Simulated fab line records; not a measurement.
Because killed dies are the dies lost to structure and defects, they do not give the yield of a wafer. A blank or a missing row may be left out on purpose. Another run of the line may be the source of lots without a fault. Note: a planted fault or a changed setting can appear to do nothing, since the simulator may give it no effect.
fab line records	flow sky130
[record] lots = 6	wafers = 18	lastDay = 51
route steps=708 shown VT_ADJUST_HVTR@140 VT_ADJUST_PCH@143 SONOS_TUNNEL@154 PAD_OPEN@708
lots that met no fault: from a run of the same line without faults
startH: start of the lot's first displayed wafer, in hours after the record's first day	waitH: hours from the lot's prior step to this one	" the same as in the row above	L1.1+2: one row covering several wafers at once	- no value present, or no start provided	* or withheld: withheld	< > ~ a bound
route shown NAME@n: names a module that has steps shown in the file, with the first one's number in the route	usual: average and standard deviation across the fault-free wafers	same: alike in all rows	chamber/n: place in a boat	sites: each site's reading	_std_site: standard deviation of those values	_edge_site: outer sites' mean less inner sites'	radiusMm: for every site, how far away it sits from the centre of the wafer	mask NAME#n: copy n	behind: the last tool/chamber to shape the wafer	hold: what put the lot on hold/how long, in hours/how the hold closed	device: names the non-switching transistor (n, p or np)	end of line: the same wafers' tests at the end of the route	for a step that has no rows: nothing shown but its recipe	killed: dies that structure and defects cost at the first sort, which is not the same as the wafer's yield	map: a wafer's dies, x killed, . not, _ none there
set.NAME: the setting that was run; set.NAME@STEP: the one run at that earlier step	model.NAME: the simulator's own value behind a step, which no gauge read
certain route steps with their lots: each step a table, each wafer a row
services: from which hour (startH, from the record's first day; less than 0 if before it) a tool's chamber was out of use, for how many hours, and why
[[steps]]
[step SKY_VT_ADJUST_HVTR_IMPLANT_09]
[recipe] species = B	energyKev = 10	doseCm2 = 2.1e+12	tiltDeg = withheld
[step SKY_VT_ADJUST_HVTR_STRIP_10]
[recipe] chemistry = O2/N2	powerW = 1400	pressureMtorr = 1500	platenTempC = withheld	o2FlowSccm = 3000	n2FlowSccm = 300	overashFraction = 0.5
[usual] chamberPressureMTorr = 1500.1/1.4	drypumpMotorCurrentA = 5.2/0.4	n2FlowSccm = 300.0/0.85	oesProductAu = 0.716/0.0044	stripTimeToEndpointS = 14.19/0.04
[same] overashFraction = 0.5
lot.wafer	tool	chamber	startH	waitH	chamberPressureMTorr	drypumpMotorCurrentA	n2FlowSccm	oesProductAu	rfHoursCounterH	stripTimeToEndpointS
L341.4	plasmaAsher-04	1	219.00	0.1	1502.3	5.2	299.3	0.719	-	14.28
L341.5	"	0	"	"	1498.6	4.9	299.7	0.719	-	14.24
L341.6	"	1	"	"	1500.6	5.2	299.4	0.716	-	14.25
L351.3	plasmaAsher-04	0	295.41	0.1	1501.8	4.9	301.1	0.711	-	14.18
L351.4	"	1	"	"	1499.6	5.2	300.4	0.721	-	14.18
L351.5	"	1	"	"	1500.9	5.2	300.6	0.720	-	14.17
L354.3	plasmaAsher-02	1	316.41	0.1	1500.3	5.4	301.1	0.713	-	14.22
L354.4	"	0	"	"	1501.3	5.1	300.7	0.723	-	14.25
L354.5	"	0	"	"	1503.9	5.1	301.8	0.712	-	14.24
L355.2	plasmaAsher-01	1	325.22	0.1	1499.8	4.6	298.8	0.712	20	14.21
L355.3	"	1	"	"	1497.2	4.6	301.5	0.711	-	14.18
L355.6	"	0	"	"	1499.6	5.9	298.5	0.706	-	14.21
L356.1	plasmaAsher-01	0	332.37	0.1	1501.5	5.9	300.6	0.724	21	14.11
L356.2	"	1	"	"	1502.2	4.6	301.2	0.715	21	14.15
L356.5	"	0	"	"	1501.0	5.9	300.3	0.708	-	14.12
L361.1	plasmaAsher-04	1	385.42	0.1	1499.1	5.2	300.4	0.714	70	14.16
L361.2	"	0	"	"	1497.9	4.9	300.2	0.716	70	14.14
L361.3	"	1	"	"	1500.9	5.2	300.8	0.720	-	14.13
[step SKY_VT_ADJUST_HVTR_TW_MEAS_11]
[usual] VT_ADJUST_HVTR_TW = 212.0/1.1
lot.wafer	tool	chamber	startH	waitH	VT_ADJUST_HVTR_TW
L341.4	filmMetro-01	-	219.10	0.1	210.5
L341.5	"	-	"	"	211.9
L341.6	"	-	"	"	212.0
L351.3	filmMetro-03	-	295.49	0.1	212.9
L351.4	"	-	"	"	211.1
L351.5	"	-	"	"	212.3
L354.3	filmMetro-04	-	316.49	0.1	212.1
L354.4	"	-	"	"	211.6
L354.5	"	-	"	"	211.7
L355.2	filmMetro-04	-	325.33	0.1	211.1
L355.3	"	-	"	"	211.8
L355.6	"	-	"	"	211.4
L356.1	filmMetro-01	-	332.47	0.1	212.8
L356.2	"	-	"	"	212.1
L356.5	"	-	"	"	212.5
L361.1	filmMetro-01	-	385.52	0.1	210.4
L361.2	"	-	"	"	210.0
L361.3	"	-	"	"	209.3
[step SKY_VT_ADJUST_PCH_DEHYDRATE_00]
[recipe] tempC = 200	timeS = 60
[step SKY_VT_ADJUST_PCH_HMDS_01]
[recipe] primeTimeS = 60	primeTempC = 120
[step SKY_VT_ADJUST_PCH_COAT_02]
[recipe] spinRpm = 2000	resistThkNm = 3000
[step SKY_VT_ADJUST_PCH_SOFTBAKE_03]
[recipe] tempC = 110	timeS = withheld
[step SKY_VT_ADJUST_PCH_EXPOSE_04]
[recipe] maskId = NWM	na = 0.6	sourceShape = conventional	sigmaOuter = 0.6	polarization = unpolarized	targetCdNm = 840	doseMj = 255
[step SKY_VT_ADJUST_PCH_PEB_05]
[recipe] tempC = 115	timeS = withheld
[step SKY_VT_ADJUST_PCH_DEVELOP_06]
[recipe] wallAngleDeg = 90	developer = TMAH	developTimeS = 60	devTempC = 23
[step SKY_VT_ADJUST_PCH_OVL_MEAS_07]
[usual] VT_ADJUST_PCH_OVL = 0.9/1.4
lot.wafer	tool	chamber	startH	waitH	VT_ADJUST_PCH_OVL[nm]
L341.4	overlay-01	-	241.14	-	1.9
L341.5	"	-	"	"	0.7
L341.6	"	-	"	"	-1.6
L351.3	overlay-02	-	321.78	-	-0.4
L351.4	"	-	"	"	-0.7
L351.5	"	-	"	"	-2.3
L354.3	overlay-02	-	342.92	-	0.4
L354.4	"	-	"	"	1.2
L354.5	"	-	"	"	-0.1
L355.2	overlay-01	-	352.88	-	-1.8
L355.3	"	-	"	"	-1.5
L355.6	"	-	"	"	-0.5
L356.1	overlay-02	-	360.76	-	3.4
L356.2	"	-	"	"	2.9
L356.5	"	-	"	"	2.6
L361.1	overlay-02	-	415.06	-	-0.9
L361.2	"	-	"	"	-0.7
L361.3	"	-	"	"	1.9
[step SKY_VT_ADJUST_PCH_IMPLANT_08]
[recipe] species = B	energyKev = 10	doseCm2 = 5e+11	tiltDeg = withheld
[step SKY_VT_ADJUST_PCH_STRIP_09]
[recipe] chemistry = O2/N2	powerW = 1400	pressureMtorr = 1500	platenTempC = withheld	o2FlowSccm = 3000	n2FlowSccm = 300	overashFraction = 0.5
[usual] chamberPressureMTorr = 1500.0/1.4	drypumpMotorCurrentA = 5.22/0.17	n2FlowSccm = 299.9/0.96	oesProductAu = 0.722/0.0046	overashFraction = 0.5/0	stripTimeToEndpointS = 36.93/0.11
lot.wafer	tool	chamber	startH	waitH	chamberPressureMTorr	drypumpMotorCurrentA	n2FlowSccm	oesProductAu	overashFraction	rfHoursCounterH	stripTimeToEndpointS	model.coat_of_VT_ADJUST_PCH_COAT_02.thkNm
L341.4	plasmaAsher-04	1	241.34	0.1	1501.4	5.17	299.0	0.716	0.5	-	36.84	0
L341.5	"	0	"	"	1499.0	4.88	301.5	0.729	0.5	-	36.74	0
L341.6	"	1	"	"	1499.3	5.19	299.9	0.718	0.5	-	36.76	0
L351.3	plasmaAsher-03	1	321.99	0.1	1500.5	5.20	299.1	0.727	0.5	-	36.82	0
L351.4	"	0	"	"	1500.2	5.37	300.9	0.720	0.5	-	36.88	0
L351.5	"	1	"	"	1497.8	5.18	298.7	0.721	0.5	-	36.83	0
L354.3	plasmaAsher-04	0	343.13	0.1	-	-	-	-	-	-	-	2991
L354.4	"	1	"	"	-	-	-	-	-	-	-	2985
L354.5	"	0	"	"	-	-	-	-	-	-	-	2995
L355.2	plasmaAsher-04	1	353.06	0.1	-	-	-	-	-	-	-	2981
L355.3	"	0	"	"	-	-	-	-	-	-	-	2995
L355.6	"	0	"	"	-	-	-	-	-	-	-	2988
L356.1	plasmaAsher-02	0	360.94	0.1	1498.3	5.09	299.5	0.721	0.5	53	37.00	0
L356.2	"	1	"	"	1499.5	5.40	299.8	0.729	0.5	53	36.99	0
L356.5	"	1	"	"	1499.1	5.41	299.6	0.725	0.5	-	36.89	0
L361.1	plasmaAsher-02	0	415.24	0.1	1500.8	5.08	299.3	0.719	0.5	58	37.03	0
L361.2	"	1	"	"	1496.4	5.41	300.3	0.716	0.5	58	37.09	0
L361.3	"	1	"	"	1499.8	5.41	299.5	0.726	0.5	-	37.02	0
[step SKY_VT_ADJUST_PCH_TW_MEAS_10]
[usual] VT_ADJUST_PCH_TW = 143.2/0.91
lot.wafer	tool	chamber	startH	waitH	VT_ADJUST_PCH_TW
L341.4	filmMetro-03	-	241.44	0.1	145.2
L341.5	"	-	"	"	144.9
L341.6	"	-	"	"	144.7
L351.3	filmMetro-02	-	322.07	0.1	142.8
L351.4	"	-	"	"	141.5
L351.5	"	-	"	"	143.2
L354.3	filmMetro-03	-	343.21	0.1	143.8
L354.4	"	-	"	"	143.1
L354.5	"	-	"	"	143.2
L355.2	filmMetro-04	-	353.17	0.1	143.0
L355.3	"	-	"	"	142.7
L355.6	"	-	"	"	143.0
L356.1	filmMetro-02	-	361.04	0.1	142.1
L356.2	"	-	"	"	142.2
L356.5	"	-	"	"	142.9
L361.1	filmMetro-02	-	415.34	0.1	141.6
L361.2	"	-	"	"	141.1
L361.3	"	-	"	"	142.4
[step SKY_SONOS_TUNNEL_DEHYDRATE_00]
[recipe] tempC = 200	timeS = 60
[step SKY_SONOS_TUNNEL_HMDS_01]
[recipe] primeTimeS = 60	primeTempC = 120
[step SKY_SONOS_TUNNEL_COAT_02]
[recipe] resist = NOVOLAK	spinRpm = 3000	resistThkNm = 1140
[step SKY_SONOS_TUNNEL_SOFTBAKE_03]
[recipe] tempC = 90	timeS = 60	resist = NOVOLAK
[step SKY_SONOS_TUNNEL_EXPOSE_04]
[recipe] maskId = TUNM	na = 0.6	sourceShape = conventional	sigmaOuter = 0.6	polarization = unpolarized	targetCdNm = 410	doseMj = 136
[step SKY_SONOS_TUNNEL_PEB_05]
[recipe] tempC = withheld	timeS = *	resist = NOVOLAK
[step SKY_SONOS_TUNNEL_DEVELOP_06]
[recipe] resist = NOVOLAK	developer = TMAH	developTimeS = 60	devTempC = 23
[step SKY_SONOS_TUNNEL_CD_MEAS_07]
[recipe] targetCdNm = 410
[usual] cdNm = 410.8/2.3
lot.wafer	tool	chamber	startH	waitH	cdNm
L341.4	cdSem-01	-	264.63	0.1	409.6
L341.5	"	-	"	"	413.8
L341.6	"	-	"	"	411.3
L351.3	cdSem-01	-	349.00	0.1	410.9
L351.4	"	-	"	"	410.5
L351.5	"	-	"	"	412.7
L354.3	cdSem-01	-	371.55	0.1	411.7
L354.4	"	-	"	"	411.8
L354.5	"	-	"	"	411.6
L355.2	cdSem-02	-	381.23	0.1	409.7
L355.3	"	-	"	"	410.3
L355.6	"	-	"	"	410.8
L356.1	cdSem-02	-	389.12	0.1	413.5
L356.2	"	-	"	"	410.1
L356.5	"	-	"	"	411.5
L361.1	cdSem-02	-	446.36	0.1	411.4
L361.2	"	-	"	"	411.2
L361.3	"	-	"	"	412.2
[step SKY_SONOS_TUNNEL_OVL_MEAS_08]
[usual] SONOS_TUNNEL_OVL = 0.1/1.4
lot.wafer	tool	chamber	startH	waitH	SONOS_TUNNEL_OVL[nm]
L341.4	overlay-01	-	264.71	0.1	2.1
L341.5	"	-	"	"	1.5
L341.6	"	-	"	"	0.9
L351.3	overlay-01	-	349.09	0.1	0.0
L351.4	"	-	"	"	-0.1
L351.5	"	-	"	"	0.7
L354.3	overlay-02	-	371.64	0.1	0.0
L354.4	"	-	"	"	-0.1
L354.5	"	-	"	"	0.8
L355.2	overlay-02	-	381.33	0.1	-0.7
L355.3	"	-	"	"	-0.8
L355.6	"	-	"	"	0.2
L356.1	overlay-02	-	389.24	0.1	1.6
L356.2	"	-	"	"	2.2
L356.5	"	-	"	"	0.0
L361.1	overlay-01	-	446.48	0.1	-0.4
L361.2	"	-	"	"	0.1
L361.3	"	-	"	"	1.1
[step SKY_SONOS_TUNNEL_IMPLANT_09]
[recipe] species = B	energyKev = 20	doseCm2 = 1e+12	tiltDeg = withheld
[step SKY_SONOS_TUNNEL_WET_ETCH_10]
[recipe] chemistry = dHF	targetDepthNm = 14	target = SiO2	dilution = 100:1	tempC = 25	timeS = 280
[step SKY_SONOS_TUNNEL_STRIP_11]
[recipe] chemistry = SPM	timeS = 600	tempC = 130
[usual] bathGuardTempC = 130.1/0.6	bathHeatDutyPct = 14.9/1.7
lot.wafer	tool	chamber	startH	waitH	bathGuardTempC	bathHeatDutyPct	model.NOVOLAK_of_SONOS_TUNNEL_COAT_02.thkNm
L341.4	wetBench-03	3	264.96	0.0	129.8	14.8	0
L341.5	"	3	"	"	129.8	15.4	0
L341.6	"	3	"	"	130.2	14.6	0
L351.3	wetBench-03	1	349.35	0.0	130.7	12.6	0
L351.4	"	1	"	"	131.1	13.0	0
L351.5	"	1	"	"	130.6	13.1	0
L354.3	wetBench-04	3	371.91	0.0	129.0	13.7	1141
L354.4	"	3	"	"	129.2	15.0	1141
L354.5	"	3	"	"	129.3	15.9	1140
L355.2	wetBench-04	3	381.61	0.0	129.3	14.7	1135
L355.3	"	3	"	"	129.2	14.4	1135
L355.6	"	3	"	"	129.1	15.0	1135
L356.1	wetBench-04	1	389.52	0.0	130.1	18.2	0
L356.2	"	1	"	"	129.8	19.0	0
L356.5	"	1	"	"	129.9	18.0	0
L361.1	wetBench-03	0	446.78	0.0	130.3	13.8	0
L361.2	"	0	"	"	129.9	13.0	0
L361.3	"	0	"	"	130.2	12.9	0
[step SKY_SONOS_TUNNEL_TW_MEAS_12]
[usual] SONOS_TUNNEL_TW = 198.1/1.2
lot.wafer	tool	chamber	startH	waitH	hold	SONOS_TUNNEL_TW
L341.4	filmMetro-03	-	265.22	0.0	-	198.0
L341.5	"	-	"	"	-	198.0
L341.6	"	-	"	"	-	197.5
L351.3	filmMetro-02	-	349.58	0.0	-	196.9
L351.4	"	-	"	"	-	196.3
L351.5	"	-	"	"	-	196.7
L354.3	filmMetro-01	-	372.11	0.0	awaitDispo/0.2h/release	30.0
L354.4	"	-	"	"	awaitDispo/0.2h/release	30.1
L354.5	"	-	"	"	awaitDispo/0.2h/release	30.1
L354.3	filmMetro-01	-	372.33	0.2	-	30.0
L354.4	"	-	"	"	-	30.2
L354.5	"	-	"	"	-	30.1
L355.2	filmMetro-03	-	381.79	0.0	awaitDispo/0.2h/release	30.1
L355.3	"	-	"	"	awaitDispo/0.2h/release	30.1
L355.6	"	-	"	"	awaitDispo/0.2h/release	29.9
L355.2	filmMetro-03	-	382.02	0.2	-	30.1
L355.3	"	-	"	"	-	30.0
L355.6	"	-	"	"	-	30.1
L356.1	filmMetro-03	-	389.69	0.0	-	199.8
L356.2	"	-	"	"	-	199.8
L356.5	"	-	"	"	-	199.7
L361.1	filmMetro-02	-	446.97	0.0	-	198.7
L361.2	"	-	"	"	-	197.5
L361.3	"	-	"	"	-	196.8
[step SKY_PAD_OPEN_PROBE_99]
[usual] defectLimitedYield = 82.3/1.8	killed_at_M0_to_M3 = 43/6	killed_at_M4_up = 3.2/1.9	killedAtContacts = 25/5.4	killedAtFrontEnd = 15/4.5	killedAtOther = 0.3/0.59	killedDies = 87/8.7	killedOpen = 47/6.7	killedShort = 39/5.7	sort_bin_3_pad_short = 0.9/0.43	sort_bin_5_function = 10.4/1.4	sort_bin_6_memory = 6.4/1.2	sortNPass = 405/8.7	sortYieldPct = 82.3/1.8
[same] grossDies = 492	killedAtBackSide = 0	sort_bin_4_leakage[%] = 0	sort_bin_8_speed[%] = 0
lot.wafer	tool	chamber	startH	waitH	defectLimitedYield[%]	killed_at_M0_to_M3	killed_at_M4_up	killedAtContacts	killedAtFrontEnd	killedAtOther	killedDies	killedOpen	killedShort	sort_bin_3_pad_short[%]	sort_bin_5_function[%]	sort_bin_6_memory[%]	sortNPass	sortYieldPct[%]
L351.3	prober-02	-	1161.59	0.2	80.7	39	4	28	24	0	95	51	44	0.8	12.0	6.5	397	80.7
L351.4	prober-02	-	1161.64	0.2	82.3	47	6	19	15	0	87	44	43	0.8	10.4	6.5	405	82.3
L351.5	prober-02	-	1161.69	0.2	83.3	44	5	21	12	0	82	38	44	0.4	10.4	5.9	410	83.3
L361.1	prober-02	-	1213.44	0.1	83.1	42	6	27	8	0	83	45	38	0.8	10.8	5.3	409	83.1
L361.2	prober-02	-	1213.49	0.1	81.7	47	6	24	13	0	90	50	40	0.6	11.0	6.7	402	81.7
L361.3	prober-02	-	1213.54	0.2	80.5	47	0	34	14	1	96	56	39	1.2	11.0	7.3	396	80.5
// killed by level:class
L351.3 VIA1:geometricParticle:open=11 CONTACT:geometricParticle:open=10 FIELD_ISO:geometricParticle:short=6 METAL3:geometricParticle:short=6 FIELD_ISO:geometricParticle:open=5 LI_CONTACT:geometricParticle:open=5 VIA2:geometricParticle:open=4 POLY_GATE:geometricParticle:open=4
L351.4 VIA1:geometricParticle:open=10 CONTACT:geometricParticle:open=8 VIA3:geometricParticle:open=8 VIA1:geometricParticle:short=6 FIELD_ISO:geometricParticle:short=5 CONTACT:geometricParticle:short=5 METAL4:geometricParticle:short=5 POLY_GATE:geometricParticle:open=4
L351.5 VIA1:geometricParticle:open=8 VIA2:geometricParticle:open=7 CONTACT:geometricParticle:open=6 METAL1:geometricParticle:short=6 LI_CONTACT:geometricParticle:open=5 LOCAL_INTERCONNECT:geometricParticle:short=5 CONTACT:geometricParticle:short=5 METAL4:geometricParticle:short=4
L361.1 VIA3:geometricParticle:open=11 CONTACT:geometricParticle:open=10 CONTACT:geometricParticle:short=8 LI_CONTACT:geometricParticle:open=5 METAL2:geometricParticle:short=5 VIA1:geometricParticle:open=5 VIA2:geometricParticle:open=5 VIA3:geometricParticle:short=5
L361.2 CONTACT:geometricParticle:open=13 VIA2:geometricParticle:open=8 VIA1:geometricParticle:open=8 VIA3:geometricParticle:open=6 METAL1:geometricParticle:short=6 METAL4:geometricParticle:short=5 METAL2:geometricParticle:short=4 VIA3:geometricParticle:short=4
L361.3 LI_CONTACT:geometricParticle:open=13 CONTACT:geometricParticle:open=11 VIA1:geometricParticle:open=9 METAL2:geometricParticle:short=7 VIA3:geometricParticle:open=7 FIELD_ISO:geometricParticle:open=6 VIA2:geometricParticle:open=6 VIA2:geometricParticle:short=6
[[services]]
tool	chamber	startH	hours	kind
plasmaAsher-03	-	245.79	7.7	repair
plasmaAsher-03	-	246.16	3.6	repair
wetBench-03	-	250.36	0.8	repair
wetBench-03	-	294.91	5.7	repair
wetBench-03	-	305.72	4.2	repair
plasmaAsher-02	-	325.21	14.6	pm
plasmaAsher-02	-	339.81	2.8	pm
plasmaAsher-02	-	342.56	4.3	pm
plasmaAsher-01	-	363.14	10.0	pm
plasmaAsher-01	-	373.34	5.6	repair
plasmaAsher-02	-	419.15	1.8	repair
plasmaAsher-03	-	421.25	9.0	pm
plasmaAsher-03	0	421.25	9.0	ventCycle
plasmaAsher-03	1	421.25	9.0	ventCycle
plasmaAsher-03	0	430.25	-	clean
plasmaAsher-03	1	430.25	-	clean
[[key]]
[firstSign] step = SKY_VT_ADJUST_PCH_STRIP_09	reading = toolRecord	direction = missing
[effect] step = SKY_SONOS_TUNNEL_TW_MEAS_12	reading = visit	direction = added
[effect] step = SKY_SONOS_TUNNEL_TW_MEAS_12	reading = SONOS_TUNNEL_TW	direction = down	sigmas = 99+	usual = 198.1	struck = 30.1
[modelEffect] step = SKY_VT_ADJUST_PCH_STRIP_09	value = coat_of_VT_ADJUST_PCH_COAT_02.thkNm	without = 0	struck = 2989
[modelEffect] step = SKY_SONOS_TUNNEL_STRIP_11	value = NOVOLAK_of_SONOS_TUNNEL_COAT_02.thkNm	without = 0	struck = 1138
metAt SKY_VT_ADJUST_PCH_STRIP_09
struckWafers L354.3,L354.4,L354.5,L355.2,L355.3,L355.6
scrappedBehind SKY_SONOS_TUNNEL_TW_MEAS_12 L354.3,L354.4,L354.5,L355.2,L355.3,L355.6
onsetBetween 241.34 343.13
[fault] kind = skippedStepWhole	tool = plasmaAsher-04	chamber = -	onsetH = 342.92	steps = SKY_VT_ADJUST_PCH_STRIP_09	scope = struckLotsOnly
